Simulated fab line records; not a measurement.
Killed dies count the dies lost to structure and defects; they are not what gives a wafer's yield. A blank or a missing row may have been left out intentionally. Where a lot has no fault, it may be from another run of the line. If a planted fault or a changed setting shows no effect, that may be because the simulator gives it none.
8D (eight disciplines) problem report, filled in by code || flow gf180mcu || the parts of the form that need people (team, actions taken, sign-off) are left out

## 1. THE PROBLEM
GF_TOP_METAL_CD_MEAS_14, cd-nm: mean 406.1 nm on 3 wafers (1 lot); fault-free wafers 440.0 nm, standard deviation 2. Relative to the usual mean, that is a shift of -17 standard deviations.
The step: target cd 440 nm.
First observed at day 34 11:09: wafer L366.1, on cd-sem-02. The record has a number at this step for 39 wafers belonging to 13 lots. By rule, "out" or "out of limits" means more than 4 standard deviations away from the usual mean. All remaining wafers that have a number are taken as sound.

## 2. WHAT THIS IS AND IS NOT
{"question": "which readings at this step", "is": "cd-nm", "is not": "-"}
{"question": "which lots", "is": "L366", "is not": "L343, L344, L345, L347, L348, L349, L350, L351, L353, L354, L355, L357"}
{"question": "which wafers of those lots", "is": "all that have a number", "is not": "-"}
{"question": "read on which gauges", "is": "cd-sem-02", "is not": "cd-sem-01"}
{"question": "when", "is": "from day 34 11:09", "is not": "up to then (36 sound wafers)"}

## 3. WHAT RULES OUT EACH SUSPECT
Counting: a tool at a process step up to the reading stays a suspect if it ran every lot that is out and no sound lot after the first of them.
- the gauge at GF_TOP_METAL_CD_MEAS_14: ruled out. All the wafers that are out were read on cd-sem-02, but those of them that GF_TOP_METAL_EXPOSE_11 has rows for are out there too, on other tools.
- rie-metal-01 at GF_MIM_METAL_ETCH_19 (etches the open film in Cl2/BCl3, stops on Si3N4, target depth 324.5 nm, time 54.1 s): kept. It ran the lot that is out, L366 (day 32 09:28), and no sound lot after that; its last sound lot up to then is L351 (day 27 20:46).
- pecvd-02 at GF_V5_CVD_02 (deposits SiO2 from TEOS, target thk 1450 nm, time 163.28 s): kept. It ran the lot that is out, L366 (day 33 03:02), and no sound lot after that; its last sound lot up to then is L354 (day 29 19:38).
- iline-stepper-01 at GF_TOP_METAL_EXPOSE_11 (exposes mask MetalTop, target cd 440 nm): kept. It ran the lot that is out, L366 (day 34 03:53), and no sound lot after that; its last sound lot up to then is L355 (day 31 05:23). On those wafers its own readings are out: exposure-dose-mJ-cm2.
Still standing after the count: rie-metal-01 at GF_MIM_METAL_ETCH_19, pecvd-02 at GF_V5_CVD_02, iline-stepper-01 at GF_TOP_METAL_EXPOSE_11.

## 4. THE CAUSE (what the simulator had put in)
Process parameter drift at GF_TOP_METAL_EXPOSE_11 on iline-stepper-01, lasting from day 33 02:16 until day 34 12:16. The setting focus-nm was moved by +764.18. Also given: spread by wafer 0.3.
Counting left 3 suspects, and this tool is among them.

## 5. THE EFFECT CHAIN, in route order
Each row: a reading whose mean over the struck wafers that have a number lies more than 3 standard deviations from the usual. Readings are gone through only where the record gives a usual standard deviation; hours: the median, over the lots, of the time from a lot's start at the first step in this table giving one to that lot's start at this step; sigmas: the change measured in usual standard deviations.
{"hours": 0, "step": "GF_TOP_METAL_EXPOSE_11", "reading": "exposure-dose-mJ-cm2", "usual": 170.00, "on struck wafers": 154.50, "change": -15.50, "sigmas": -91}
{"hours": 7, "step": "GF_TOP_METAL_CD_MEAS_14", "reading": "cd-nm", "usual": "440.0 nm", "on struck wafers": 406.1, "change": -33.9, "sigmas": -17}
Its process steps:
- GF_TOP_METAL_EXPOSE_11: exposes mask MetalTop, target cd 440 nm.

## 6. HOW IT WOULD HAVE BEEN CAUGHT EARLIER
33 hours passed between the start of the fault at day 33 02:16 and the first reading out of limits at a measuring or inspecting step in this record, taken at day 34 11:09.
The tool's own readings at GF_TOP_METAL_EXPOSE_11 were out on every struck wafer that the step has a row for (exposure-dose-mJ-cm2): an alarm limit on them would have fired on the first of those.
By day 34 11:09, every lot that is out (1) had started GF_TOP_METAL_EXPOSE_11 on iline-stepper-01. Tool hold at that time: it would have spared none of them.
